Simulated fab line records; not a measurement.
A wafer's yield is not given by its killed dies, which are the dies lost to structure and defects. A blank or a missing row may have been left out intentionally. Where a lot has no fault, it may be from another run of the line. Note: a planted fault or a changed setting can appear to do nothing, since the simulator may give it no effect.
Which of the tools did it? -- flow gf180mcu -- 36 wafers from 12 lots sampled at 4 of the route's 602 steps

== WHAT THE GAUGES SHOWED, per wafer ==
GF_CONTACT_RS_MEAS_25: measurement is done with a four-point probe. Usual: CONTACT_W_RS 0.387 ohm/sq, standard deviation 0.004.
lot,measured,on,CONTACT_W_RS (ohm/sq),flag
L338,day 16 05:43,filmMetro-01,0.391 0.389 0.391,
L339,day 16 13:49,filmMetro-01,0.385 0.387 0.385,
L345,day 18 15:50,filmMetro-04,43.554 43.292 43.151 43.514 43.300 43.109,OFF
L346,day 19 02:26,filmMetro-04,44.325 44.478 44.930 44.320 44.372 44.981,OFF
L347,day 19 09:15,filmMetro-04,0.379 0.384 0.378,
L350,day 20 15:40,filmMetro-04,0.389 0.391 0.389,
L351,day 20 23:15,filmMetro-01,0.385 0.378 0.378,
L352,day 21 09:02,filmMetro-01,0.387 0.380 0.385,
L354,day 22 03:17,filmMetro-02,0.385 0.385 0.386,
L355,day 22 08:13,filmMetro-02,0.395 0.390 0.389,
L360,day 24 01:24,filmMetro-01,0.387 0.383 0.392,
L361,day 24 09:42,filmMetro-02,0.384 0.390 0.386,

== TOOL THAT RAN EACH LOT (tool first, then ch and the chambers of the sampled wafers, then the start) ==
lot,GF_SAB_ETCH_11,GF_CONTACT_SOFTBAKE_10,GF_CONTACT_CVD_24
L338,"rieDiel-02 ch 1,2,3, day 15 05:59","lithoTrack-03 ch 0, day 16 05:35 or earlier","cvdW-01 ch 0,1, day 16 05:35"
L339,"rieDiel-04 ch 1,3, day 15 13:05","lithoTrack-03 ch 0, day 16 13:41 or earlier","cvdW-01 ch 0,1, day 16 13:41"
L345,"rieDiel-04 ch 1,2, day 17 13:38","lithoTrack-03 ch 0, day 18 15:44 or earlier","cvdW-01 ch 0,1, day 18 15:44"
L346,"rieDiel-02 ch 0,1,3, day 18 01:01","lithoTrack-04 ch 0, day 19 02:20 or earlier","cvdW-02 ch 0,1, day 19 02:20"
L347,"rieDiel-01 ch 0,1, day 18 06:20","lithoTrack-03 ch 0, day 19 09:09 or earlier","cvdW-02 ch 0, day 19 09:09"
L350,"rieDiel-02 ch 0,1,2, day 19 14:12","lithoTrack-04 ch 0, day 20 15:32 or earlier","cvdW-01 ch 0,1, day 20 15:32"
L351,"rieDiel-01 ch 0,2, day 19 21:02","lithoTrack-01 ch 0, day 20 23:08 or earlier","cvdW-02 ch 0,1, day 20 23:08"
L352,"rieDiel-02 ch 1,2, day 20 06:59","lithoTrack-01 ch 0, day 21 08:55 or earlier","cvdW-02 ch 0,1, day 21 08:55"
L354,"rieDiel-01 ch 0,1,3, day 21 01:13","lithoTrack-03 ch 0, day 22 03:11 or earlier","cvdW-01 ch 0,1, day 22 03:11"
L355,"rieDiel-01 ch 0,1,3, day 21 06:28","lithoTrack-03 ch 0, day 22 08:07 or earlier","cvdW-01 ch 0,1, day 22 08:07"
L360,"rieDiel-02 ch 1,2,3, day 23 00:08","lithoTrack-04 ch 0, day 24 01:17 or earlier","cvdW-01 ch 0, day 24 01:17"
L361,"rieDiel-02 ch 0,1,2, day 23 08:41","lithoTrack-04 ch 0, day 24 09:30 or earlier","cvdW-02 ch 1, day 24 09:30"
- GF_SAB_ETCH_11: etches SiO2 in C4F8/O2/Ar, target depth 55 nm, time 8.5 s.
- GF_CONTACT_SOFTBAKE_10: time 62.09 s.
- GF_CONTACT_CVD_24: deposits W, target thk 300 nm, time 90.339 s.

== WHAT THE TOOLS THEMSELVES READ (means of the sampled wafers that have a number; where no wafer has one, the mark that the record gives instead) ==
GF_SAB_ETCH_11. Usual: oesProductAu 0.999 a.u., standard deviation 0.011; rfFwdPowerW 1470 W, standard deviation 8.1.
lot,tool,oesProductAu (a.u.),rfFwdPowerW (W),flag
L338,rieDiel-02,1.004,1471,
L339,rieDiel-04,0.987,1472,
L345,rieDiel-04,0.986,1472,
L346,rieDiel-02,1.003,1470,
L347,rieDiel-01,1.007,1473,
L350,rieDiel-02,1.008,1466,
L351,rieDiel-01,1.003,1464,
L352,rieDiel-02,0.996,1468,
L354,rieDiel-01,0.995,1469,
L355,rieDiel-01,1.005,1472,
L360,rieDiel-02,0.995,1470,
L361,rieDiel-02,0.991,1474,

GF_CONTACT_SOFTBAKE_10. Usual: heaterPowerTotalW 93.16 W, standard deviation 0.063; plateSensorTCentreC 131.01 C, standard deviation 0.011; plateSensorTEdgeC 131.21 C, standard deviation 0.0099.
lot,tool,heaterPowerTotalW (W),plateSensorTCentreC (C),plateSensorTEdgeC (C),flag
L338,lithoTrack-03,93.19,131.01,131.21,
L339,lithoTrack-03,93.10,131.02,131.21,
L345,lithoTrack-03,93.17,131.01,131.21,
L346,lithoTrack-04,93.17,131.01,131.22,
L347,lithoTrack-03,93.20,131.02,131.21,
L350,lithoTrack-04,93.12,131.01,131.20,
L351,lithoTrack-01,93.22,131.01,131.21,
L352,lithoTrack-01,93.13,131.02,131.21,
L354,lithoTrack-03,93.16,131.00,131.21,
L355,lithoTrack-03,93.23,131.01,131.21,
L360,lithoTrack-04,93.18,131.02,131.21,
L361,lithoTrack-04,93.18,131.02,131.21,

GF_CONTACT_CVD_24. Usual: chamberPressureTorr 40.00 Torr, standard deviation 0.089; heaterPowerOuterW 518 W, standard deviation 66; heaterPowerW 789 W, standard deviation 66.
lot,tool,chamberPressureTorr (Torr),heaterPowerOuterW (W),heaterPowerW (W),flag
L338,cvdW-01,40.04,489,757,
L339,cvdW-01,39.97,498,760,
L345,cvdW-01,-,-,-,OFF
L346,cvdW-02,-,-,-,OFF
L347,cvdW-02,40.08,476,742,
L350,cvdW-01,40.03,550,822,
L351,cvdW-02,39.99,526,794,
L352,cvdW-02,39.92,531,804,
L354,cvdW-01,39.90,495,766,
L355,cvdW-01,39.98,499,765,
L360,cvdW-01,40.11,445,719,
L361,cvdW-02,39.97,566,823,

== THE ANSWER, worked out from the rows above alone ==
Rule: take the mean of a lot's wafers that have a number; if it is more than 3 standard deviations from the usual mean, the lot is off. A lot without any number at a reading at which 4 lots or more have one is off too. All remaining lots with rows at the step are treated as sound. After the gauges, taken in route order, come the tools' own readings; for these a lot's mean is taken, as printed above. At the first step where some lot is off, the reading lying furthest off is the one used; lots without a number count as furthest.
Off: at GF_CONTACT_RS_MEAS_25 (CONTACT_W_RS), L345, L346.
A tool fits if, at a process step before that reading, it ran every lot that is off, and no sound lot after the first of them. Not tried: the gauges at GF_CONTACT_RS_MEAS_25; whatever is off there is also off at GF_CONTACT_CVD_24, on other tools, and gauge error can't account for it. GF_CONTACT_SOFTBAKE_10: start missing for some lots; hours and lot order therefore follow GF_CONTACT_CVD_24. No candidate that was tried fits.

== WHAT HAD BEEN PUT IN BY THE SIMULATOR ==
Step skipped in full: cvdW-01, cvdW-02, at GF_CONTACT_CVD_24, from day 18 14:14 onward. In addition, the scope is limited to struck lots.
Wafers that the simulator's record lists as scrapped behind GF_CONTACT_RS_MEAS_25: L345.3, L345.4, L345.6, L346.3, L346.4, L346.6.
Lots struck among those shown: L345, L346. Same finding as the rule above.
